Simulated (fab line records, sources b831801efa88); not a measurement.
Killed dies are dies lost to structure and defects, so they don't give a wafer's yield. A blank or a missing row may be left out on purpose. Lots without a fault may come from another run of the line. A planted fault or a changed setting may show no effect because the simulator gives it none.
fab line records | flow sky130
record lots=15 wafers=45 last_day=50
route steps=708 shown METAL3@564 CAP2M@615 METAL4@631
lots that met no fault: from a run of the same line without faults
start_h: hours from the record's first day to the start of the lot's first wafer shown | wait_h: hours since the lot's step before | " the same as in the row above | L1.1+2: a row that stands for several wafers | - no value, or no start given | * or withheld: withheld | < > ~ a bound
route shown NAME@n: a module of which the file shows steps, and the number in the route of the first | usual: mean/standard deviation of fault-free wafers | same: alike in all rows | chamber/n: place in a boat | sites: the reading at each site | _std_site: their standard deviation | _edge_site: outer sites' mean less inner sites' | radius_mm: how far each site lies from the wafer's centre | mask NAME#n: copy n | behind: the tool/chamber that last shaped the wafer | hold: why the lot was held/for how many hours/how that ended | device: the transistor (n, p or np) that didn't switch | end of line: the same wafers' tests at the end of the route | a step without rows: its recipe alone | killed: dies lost to structure and defects at the first sort, not the wafer's yield | map: a wafer's dies, x killed, . not, _ none there
set.NAME: the setting as run; set.NAME@STEP: as run at that earlier step | model.NAME: the simulator's own value behind a step, which no gauge read
steps of the route over a sample of lots; a table a step, a row a wafer
services: from which hour (start_h, from the record's first day; less than 0 if before it) a tool's chamber was out of use, for how many hours, and why
## steps
# step SKY_METAL3_OVL_MEAS_14
# usual METAL3_OVL=2/5.2
# columns lot.wafer tool chamber start_h wait_h METAL3_OVL[nm]
L582.1 overlay-02 - 913.35 0.1 1
L582.5 " - " " 1
L582.6 " - " " 8
L583.2 overlay-02 - 931.54 0.1 10
L583.4 " - " " -4
L583.5 " - " " 9
L585.4 overlay-01 - 933.62 0.1 7
L585.5 " - " " 2
L585.6 " - " " 11
L586.2 overlay-01 - 953.91 0.1 7
L586.4 " - " " 5
L586.5 " - " " 0
L589.3 overlay-01 - 958.45 0.1 4
L589.4 " - " " 1
L589.6 " - " " 4
L592.1 overlay-02 - 981.84 0.1 -14
L592.5 " - " " -8
L592.6 " - " " -3
L593.2 overlay-01 - 990.01 0.1 7
L593.4 " - " " 6
L593.5 " - " " 10
L596.1 overlay-01 - 1013.25 0.1 -7
L596.2 " - " " -3
L596.3 " - " " -1
L597.1 overlay-02 - 1015.25 0.1 0
L597.5 " - " " 1
L597.6 " - " " 4
L598.1 overlay-02 - 1021.79 0.1 -3
L598.3 " - " " -3
L598.6 " - " " 2
L599.3 overlay-01 - 1022.91 0.1 5
L599.5 " - " " 1
L599.6 " - " " 2
L600.2 overlay-01 - 1035.71 0.1 -5
L600.5 " - " " 8
L600.6 " - " " 0
L601.1 overlay-02 - 1038.65 0.1 -5
L601.2 " - " " -2
L601.4 " - " " -7
L602.1 overlay-02 - 1043.34 0.1 1
L602.4 " - " " -5
L602.5 " - " " 3
L605.3 overlay-02 - 1060.40 0.1 -2
L605.4 " - " " 2
L605.5 " - " " 3
# step SKY_CAP2M_OVL_MEAS_12
# usual CAP2M_OVL=0.0/1.5
# columns lot.wafer tool chamber start_h wait_h CAP2M_OVL[nm]
L582.1 overlay-01 - 965.83 0.1 1.2
L582.5 " - " " 0.1
L582.6 " - " " 2.3
L583.2 overlay-01 - 990.79 0.1 2.7
L583.4 " - " " 3.4
L583.5 " - " " 2.1
L585.4 overlay-02 - 990.95 0.1 -1.3
L585.5 " - " " -1.4
L585.6 " - " " -1.4
L586.2 overlay-01 - 1005.43 0.1 0.3
L586.4 " - " " 2.5
L586.5 " - " " 0.9
L589.3 overlay-02 - 1009.14 0.1 -2.4
L589.4 " - " " -1.2
L589.6 " - " " -1.2
L592.1 overlay-02 - 1031.98 0.1 -0.1
L592.5 " - " " 1.1
L592.6 " - " " 2.5
L593.2 overlay-01 - 1041.64 0.1 -0.1
L593.4 " - " " -0.5
L593.5 " - " " 1.2
L596.1 overlay-01 - 1062.73 0.1 2.0
L596.2 " - " " 1.2
L596.3 " - " " 1.8
L597.1 overlay-02 - 1064.63 0.1 -2.7
L597.5 " - " " -4.4
L597.6 " - " " -3.0
L598.1 overlay-01 - 1069.83 0.1 2.6
L598.3 " - " " 0.0
L598.6 " - " " 0.9
L599.3 overlay-01 - 1071.64 0.1 0.2
L599.5 " - " " -0.5
L599.6 " - " " 1.5
L600.2 overlay-02 - 1082.63 0.1 -0.4
L600.5 " - " " -0.8
L600.6 " - " " -1.2
L601.1 overlay-01 - 1085.68 0.1 -1.5
L601.2 " - " " 0.7
L601.4 " - " " 0.1
L602.1 overlay-02 - 1089.58 0.1 -0.1
L602.4 " - " " -0.9
L602.5 " - " " -0.8
L605.3 overlay-02 - 1107.35 0.1 0.5
L605.4 " - " " -1.1
L605.5 " - " " -0.7
# step SKY_CAP2M_METAL_ETCH_13
# recipe target_depth_nm=220 stop_on=SiO2 chemistry=Cl2/BCl3 target=TiN pressure_mtorr=10 icp_w=900 bias_w=48.5 Cl2_flow_sccm=60 bcl3_flow_sccm=30 time_s=62.9
# usual drypump_motor_current_A=5.7/0.44 oes_product_au=0.944/0.0076 rf_fwd_power_W=892/3.6 throttle_valve_pct=21.900/0.011
# columns lot.wafer tool chamber start_h wait_h drypump_motor_current_A oes_product_au rf_fwd_power_W rf_hours_counter_h throttle_valve_pct
L582.1 rie_metal-04 1 965.87 0.0 5.7 0.939 889 6 21.898
L582.5 " 1 " " 5.7 0.940 886 - 21.888
L582.6 " 0 " " 6.2 0.941 892 - 21.884
L583.2 rie_metal-04 0 990.82 0.0 6.2 0.934 898 13 21.900
L583.4 " 1 " " 5.7 0.945 889 - 21.887
L583.5 " 0 " " 6.2 0.937 900 - 21.902
L585.4 rie_metal-03 0 990.99 0.0 5.5 0.947 893 - 21.897
L585.5 " 1 " " 4.9 0.947 886 - 21.890
L585.6 " 0 " " 5.5 0.945 890 - 21.911
L586.2 rie_metal-04 0 1005.46 0.0 6.2 0.915 894 14 21.929
L586.4 " 1 " " 5.7 0.924 889 - 21.910
L586.5 " 0 " " 6.2 0.929 894 - 21.895
L589.3 rie_metal-04 1 1009.19 0.0 5.7 0.937 890 - 21.919
L589.4 " 0 " " 6.2 0.939 891 - 21.906
L589.6 " 1 " " 5.7 0.933 889 - 21.906
L592.1 rie_metal-04 1 1032.02 0.0 5.7 0.940 888 10 21.905
L592.5 " 1 " " 5.7 0.947 894 - 21.905
L592.6 " 0 " " 6.2 0.941 895 - 21.918
L593.2 rie_metal-04 1 1041.67 0.0 5.7 0.938 888 10 21.900
L593.4 " 0 " " 6.2 0.940 897 - 21.899
L593.5 " 1 " " 5.7 0.944 889 - 21.920
L596.1 rie_metal-01 1 1062.76 0.0 6.3 0.943 892 25 21.893
L596.2 " 0 " " 5.6 0.945 890 8 21.895
L596.3 " 0 " " 5.6 0.942 890 - 21.904
L597.1 rie_metal-04 1 1064.67 0.0 5.6 0.953 891 11 21.901
L597.5 " 0 " " 6.2 0.940 895 - 21.900
L597.6 " 1 " " 5.6 0.930 890 - 21.909
L598.1 rie_metal-04 0 1069.87 0.0 6.2 0.948 897 18 21.906
L598.3 " 1 " " 5.6 0.949 889 - 21.894
L598.6 " 1 " " 5.6 0.949 885 - 21.883
L599.3 rie_metal-04 0 1071.69 0.0 6.2 0.949 892 - 21.898
L599.5 " 0 " " 6.2 0.950 892 - 21.900
L599.6 " 1 " " 5.7 0.944 889 - 21.898
L600.2 rie_metal-01 0 1082.69 0.0 5.6 0.953 889 - 21.883
L600.5 " 0 " " 5.6 0.948 885 - 21.906
L600.6 " 0 " " 5.6 0.949 888 - 21.921
L601.1 rie_metal-01 0 1085.71 0.0 5.6 0.939 888 12 21.926
L601.2 " 1 " " 6.4 0.942 894 0 21.894
L601.4 " 0 " " 5.6 0.954 887 - 21.885
L602.1 rie_metal-01 1 1089.62 0.0 6.4 0.944 891 1 21.896
L602.4 " 0 " " 5.6 0.946 889 - 21.901
L602.5 " 1 " " 6.4 0.952 895 - 21.893
L605.3 rie_metal-03 1 1107.40 0.0 4.9 0.938 895 - 21.898
L605.4 " 0 " " 5.5 0.948 894 - 21.898
L605.5 " 0 " " 5.6 0.936 896 - 21.902
# step SKY_CAP2M_STRIP_14
# recipe chemistry=O2/N2 power_w=1400 pressure_mtorr=1500 platen_temp_c=withheld o2_flow_sccm=3000 n2_flow_sccm=300 overash_fraction=0.5
# usual drypump_motor_current_A=5.6/0.53 oes_product_au=0.710/0.004 strip_time_to_endpoint_s=12.67/0.048
# columns lot.wafer tool chamber start_h wait_h drypump_motor_current_A oes_product_au rf_hours_counter_h strip_time_to_endpoint_s
L582.1 plasma_asher-02 0 965.94 0.1 5.5 0.712 113 12.65
L582.5 " 0 " " 5.4 0.709 - 12.68
L582.6 " 1 " " 4.8 0.705 - 12.62
L583.2 plasma_asher-02 0 990.90 0.1 5.4 0.716 116 12.60
L583.4 " 1 " " 4.8 0.713 - 12.60
L583.5 " 1 " " 4.8 0.710 - 12.61
L585.4 plasma_asher-01 1 991.07 0.1 6.1 0.705 - 12.62
L585.5 " 1 " " 6.1 0.714 - 12.70
L585.6 " 0 " " 6.3 0.717 - 12.67
L586.2 plasma_asher-01 0 1005.54 0.1 6.3 0.713 21 12.63
L586.4 " 0 " " 6.3 0.706 - 12.69
L586.5 " 1 " " 6.1 0.711 - 12.67
L589.3 plasma_asher-02 1 1009.28 0.1 4.7 0.713 - 12.66
L589.4 " 0 " " 5.4 0.708 - 12.64
L589.6 " 1 " " 4.7 0.703 - 12.67
L592.1 plasma_asher-04 1 1032.10 0.1 5.8 0.702 62 12.61
L592.5 " 0 " " 5.4 0.718 - 12.62
L592.6 " 1 " " 5.8 0.711 - 12.61
L593.2 plasma_asher-01 1 1041.75 0.1 6.1 0.709 25 12.67
L593.4 " 0 " " 6.3 0.705 - 12.65
L593.5 " 0 " " 6.3 0.712 - 12.71
L596.1 plasma_asher-01 0 1062.84 0.1 6.3 0.709 27 12.71
L596.2 " 1 " " 6.1 0.710 27 12.65
L596.3 " 0 " " 6.3 0.709 - 12.65
L597.1 plasma_asher-04 0 1064.75 0.1 5.4 0.708 66 11.74
L597.5 " 0 " " 5.4 0.711 - 11.78
L597.6 " 1 " " 5.8 0.711 - 11.78
L598.1 plasma_asher-02 1 1069.95 0.1 4.8 0.709 1 11.78
L598.3 " 0 " " 5.5 0.711 - 11.80
L598.6 " 1 " " 4.8 0.717 - 11.77
L599.3 plasma_asher-01 1 1071.78 0.1 6.1 0.709 - 11.73
L599.5 " 0 " " 6.3 0.713 - 11.72
L599.6 " 1 " " 6.1 0.720 - 11.72
L600.2 plasma_asher-04 0 1082.82 0.1 5.4 0.707 68 12.72
L600.5 " 0 " " 5.4 0.706 - 12.71
L600.6 " 1 " " 5.8 0.709 - 12.69
L601.1 plasma_asher-02 0 1085.79 0.1 5.4 0.715 2 12.72
L601.2 " 1 " " 4.8 0.705 2 12.75
L601.4 " 0 " " 5.4 0.709 - 12.73
L602.1 plasma_asher-02 0 1089.70 0.1 5.5 0.710 3 12.67
L602.4 " 1 " " 4.7 0.708 - 12.71
L602.5 " 0 " " 5.4 0.710 - 12.74
L605.3 plasma_asher-02 1 1107.48 0.1 4.7 0.707 - 12.56
L605.4 " 0 " " 5.4 0.712 - 12.57
L605.5 " 1 " " 4.7 0.710 - 12.57
# step SKY_METAL4_DESCUM_15
# recipe chemistry=O2 source_power_w=150 bias_power_w=0 pressure_mtorr=10 temp_c=40 time_s=8
# usual drypump_motor_current_A=5.6/0.49 oes_product_au=1.000/0.0092 rf_fwd_power_W=146.8/0.76
# columns lot.wafer tool chamber start_h wait_h drypump_motor_current_A oes_product_au rf_fwd_power_W rf_hours_counter_h
L582.1 rie_metal-01 0 989.28 0.0 5.6 1.001 146.3 4
L582.5 " 1 " " 6.3 1.000 148.4 -
L582.6 " 0 " " 5.6 0.996 145.8 -
L585.4 rie_metal-03 1 1015.70 0.0 4.9 1.007 146.9 -
L585.5 " 1 " " 4.9 1.008 147.2 -
L585.6 " 0 " " 5.5 1.010 147.5 -
L583.2 rie_metal-02 1 1015.78 0.0 6.1 0.991 146.5 15
L583.4 " 0 " " 5.6 1.006 146.4 -
L583.5 " 1 " " 6.1 0.995 146.1 -
L586.2 rie_metal-01 1 1030.18 0.0 6.3 0.978 147.5 23
L586.4 " 1 " " 6.3 0.995 148.0 -
L586.5 " 0 " " 5.6 0.998 146.4 -
L589.3 rie_metal-03 0 1033.13 0.0 5.6 1.016 147.6 -
L589.4 " 1 " " 4.9 1.001 146.8 -
L589.6 " 1 " " 4.9 1.024 146.6 -
L592.1 rie_metal-01 1 1055.49 0.0 6.4 0.996 147.8 24
L592.5 " 0 " " 5.6 0.999 146.0 -
L592.6 " 1 " " 6.4 0.985 148.2 -
L593.2 rie_metal-02 0 1064.32 0.0 5.5 1.008 146.3 19
L593.4 " 1 " " 6.1 0.985 146.4 -
L593.5 " 0 " " 5.5 1.005 146.0 -
L596.1 rie_metal-01 0 1084.93 0.0 5.6 1.002 146.1 12
L596.2 " 1 " " 6.3 1.003 147.8 0
L596.3 " 1 " " 6.3 0.999 148.1 -
L597.1 rie_metal-03 1 1086.62 0.0 4.9 1.006 146.2 11
L597.5 " 1 " " 4.9 1.003 146.8 -
L597.6 " 0 " " 5.6 1.005 147.3 -
L598.1 rie_metal-02 1 1091.54 0.0 6.1 0.992 146.8 21
L598.3 " 0 " " 5.5 1.001 145.7 -
L598.6 " 1 " " 6.1 0.987 146.5 -
L599.3 rie_metal-01 1 1093.50 0.0 6.4 0.992 147.7 -
L599.5 " 0 " " 5.6 0.995 146.9 -
L599.6 " 1 " " 6.4 0.999 146.9 -
L600.2 rie_metal-02 0 1102.09 0.0 5.5 0.999 146.3 22
L600.5 " 0 " " 5.5 1.000 145.9 -
L600.6 " 1 " " 6.1 0.978 145.7 -
L601.1 rie_metal-03 0 1105.57 0.0 5.6 1.008 148.3 15
L601.2 " 1 " " 4.9 1.002 147.7 13
L601.4 " 0 " " 5.5 1.017 147.4 -
L602.1 rie_metal-02 0 1108.97 0.0 5.6 1.001 146.4 23
L602.4 " 0 " " 5.5 1.001 146.4 -
L602.5 " 1 " " 6.1 0.984 146.1 -
L605.3 rie_metal-02 0 1128.50 0.0 5.6 0.997 145.5 -
L605.4 " 1 " " 6.2 0.982 145.8 -
L605.5 " 1 " " 6.2 0.995 146.1 -
# step SKY_METAL4_ETCH_17
# recipe target=SiO2 stop_on=TiN chemistry=C4F8/O2/Ar source_w=1500 bias_w=1200 pressure_mtorr=40 c4f8_flow_sccm=withheld O2_flow_sccm=6 Ar_flow_sccm=300 time_s=3.9 target_depth_a=150
# usual oes_product_au=0.755/0.0071 rf_fwd_power_W=1469/7.6
# columns lot.wafer tool chamber start_h wait_h oes_product_au rf_fwd_power_W rf_hours_counter_h
L582.1 rie_diel-04 2 989.41 0.1 0.742 1450 14
L582.5 " 1 " " 0.756 1465 -
L582.6 " 2 " " 0.767 1455 -
L585.4 rie_diel-04 3 1015.82 0.0 0.753 1475 15
L585.5 " 2 " " 0.755 1461 -
L585.6 " 3 " " 0.755 1475 -
L583.2 rie_diel-01 0 1015.91 0.1 0.746 1458 19
L583.4 " 3 " " 0.760 1472 22
L583.5 " 1 " " 0.758 1476 -
L586.2 rie_diel-04 3 1030.31 0.1 0.740 1475 15
L586.4 " 1 " " 0.762 1464 10
L586.5 " 3 " " 0.743 1477 -
L589.3 rie_diel-04 1 1033.25 0.0 0.743 1467 10
L589.4 " 2 " " 0.754 1475 16
L589.6 " 1 " " 0.745 1463 -
L592.1 rie_diel-01 0 1055.62 0.1 0.749 1461 20
L592.5 " 1 " " 0.757 1477 -
L592.6 " 2 " " 0.754 1469 -
L593.2 rie_diel-03 2 1064.45 0.1 0.747 1476 3
L593.4 " 3 " " 0.762 1449 7
L593.5 " 1 " " 0.749 1456 -
L596.1 rie_diel-04 3 1085.06 0.1 0.755 1471 16
L596.2 " 2 " " 0.748 1472 17
L596.3 " 0 " " 0.750 1463 8
L597.1 rie_diel-03 1 1086.75 0.1 0.457 1462 24
L597.5 " 0 " " 0.466 1475 -
L597.6 " 3 " " 0.476 1466 -
L598.1 rie_diel-03 0 1091.67 0.1 0.454 1479 13
L598.3 " 1 " " 0.460 1453 25
L598.6 " 3 " " 0.462 1469 -
L599.3 rie_diel-04 3 1093.62 0.0 0.458 1471 17
L599.5 " 0 " " 0.465 1460 -
L599.6 " 2 " " 0.463 1468 -
L600.2 rie_diel-03 2 1102.22 0.1 0.754 1476 3
L600.5 " 3 " " 0.762 1467 -
L600.6 " 0 " " 0.756 1478 -
L601.1 rie_diel-01 2 1105.70 0.1 0.745 1474 9
L601.2 " 0 " " 0.759 1459 22
L601.4 " 3 " " 0.768 1461 25
L602.1 rie_diel-03 1 1109.10 0.1 0.744 1468 25
L602.4 " 2 " " 0.756 1474 3
L602.5 " 0 " " 0.768 1472 -
L605.3 rie_diel-01 0 1128.62 0.0 0.750 1460 22
L605.4 " 2 " " 0.763 1474 10
L605.5 " 1 " " 0.764 1476 -
## services
# columns tool chamber start_h hours kind
rie_metal-02 - 948.69 1.5 repair
rie_metal-04 - 949.64 2.8 pm
rie_diel-03 0 951.11 7.4 repair
plasma_asher-02 - 952.72 1.2 repair
plasma_asher-01 - 962.56 0.5 repair
plasma_asher-04 - 964.23 2.4 repair
rie_diel-01 0 983.73 2.6 repair
rie_diel-03 0 984.84 8.3 repair
rie_diel-04 3 991.62 8.3 repair
rie_diel-03 1 996.96 4.5 repair
rie_diel-01 0 1008.23 3.6 repair
rie_metal-01 0 1026.30 2.9 repair
rie_metal-01 - 1027.39 1.9 repair
rie_diel-03 1 1042.63 2.8 repair
rie_diel-04 - 1050.56 28.1 pm
plasma_asher-02 - 1055.25 9.0 pm
plasma_asher-01 - 1063.15 4.8 repair
rie_metal-01 1 1063.76 - clean
plasma_asher-01 - 1075.30 5.4 repair
rie_diel-03 2 1083.15 14.0 repair
rie_diel-04 1 1084.48 26.8 repair
rie_diel-03 1 1096.97 5.1 repair
rie_metal-03 0 1101.40 2.6 repair
rie_diel-04 - 1101.76 2.8 pm
## key
first_sign step=SKY_CAP2M_STRIP_14 reading=strip_time_to_endpoint_s direction=down sigmas=19 usual=* struck=*
effect step=SKY_METAL4_ETCH_17 reading=oes_product_au direction=down sigmas=41 usual=0.755 struck=0.462
met_at SKY_CAP2M_METAL_ETCH_13
struck_lots L597,L598,L599
sort_left_out L597.1,L597.5,L597.6,L598.1,L598.3,L598.6,L599.3,L599.5,L599.6
tester_left_out L598,L599
not_acting_at SKY_METAL3_OVL_MEAS_14,SKY_CAP2M_OVL_MEAS_12,SKY_METAL4_DESCUM_15
onset_between 1041.67 1064.67
earlier_fault kind=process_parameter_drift tool=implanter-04 chamber=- onset_h=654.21 steps=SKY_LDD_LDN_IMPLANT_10 channel=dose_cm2 offset=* shape=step end_h=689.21 acts_in=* stated=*
fault kind=process_parameter_drift tool=rie_metal-04 chamber=- onset_h=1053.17 steps=SKY_CAP2M_METAL_ETCH_13 channel=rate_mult offset=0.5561 shape=step
# tester_left_out: of these lots the tester's yield and bins aren't shown, on N5 and GAA mostly nor the transistor test; their killed dies are dies lost to structure and defects alone, not to doping, threshold or leakage, so they don't give the yield
# sort_left_out: the simulated sort isn't trusted on such a fault, so these wafers' sort isn't shown, and their yield isn't known
